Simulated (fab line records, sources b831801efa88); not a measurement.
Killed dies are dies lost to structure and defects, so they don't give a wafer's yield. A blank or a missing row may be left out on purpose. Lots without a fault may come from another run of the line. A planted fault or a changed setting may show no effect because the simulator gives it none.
Chamber matching | flow gf180mcu | GF_POLY_GATE_ETCH_13 on rie_si-01: 4 sister chambers
The step etches poly-Si in HBr/Cl2, stops on SiO2, target depth 198.5 nm, time 69.6 s. 4 wafers are shown with their chamber, then 9 later ones without.

WAFERS WITH THEIR CHAMBER
wafer  | chamber | drypump_motor_current_A (A)
L422.6 | 2       | 5.5
L429.5 | 1       | 4.9
L431.5 | 3       | 5.5
L431.6 | 0       | 5.7

WAFERS WITHOUT THEIR CHAMBER
wafer  | drypump_motor_current_A (A)
L432.2 | 5.4
L432.5 | 5.5
L432.6 | 5.4
L437.3 | 5.7
L437.5 | 5.7
L437.6 | 4.9
L438.1 | 5.5
L438.4 | 5.5
L438.6 | 4.9

WHICH CHAMBER EACH WENT THROUGH
wafer  | from the rows above     | in truth
L432.2 | can't be placed: 2 or 3 | 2
L432.5 | can't be placed: 2 or 3 | 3
L432.6 | can't be placed: 2 or 3 | 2
L437.3 | 0                       | 0
L437.5 | 0                       | 0
L437.6 | 1                       | 1
L438.1 | can't be placed: 2 or 3 | 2
L438.4 | can't be placed: 2 or 3 | 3
L438.6 | 1                       | 1
Placed correctly: 4 of 9. Can't be placed from these rows: 5 (the true chamber is among the candidates in 5). Placed wrongly: 0.
How it was worked out, from the rows above alone: a wafer's distance from a chamber is the root of the sum, over the readings, of the square of ((its reading less the chamber's mean) divided by the reading's scatter). The wafer belongs to the nearest chamber; if the next one is less than 2 further off, it can't be placed. A chamber's mean is the mean of its shown wafers. The scatter: with one shown wafer a chamber, the root of the mean of the squares of how far each hidden wafer lies from its nearest shown one.
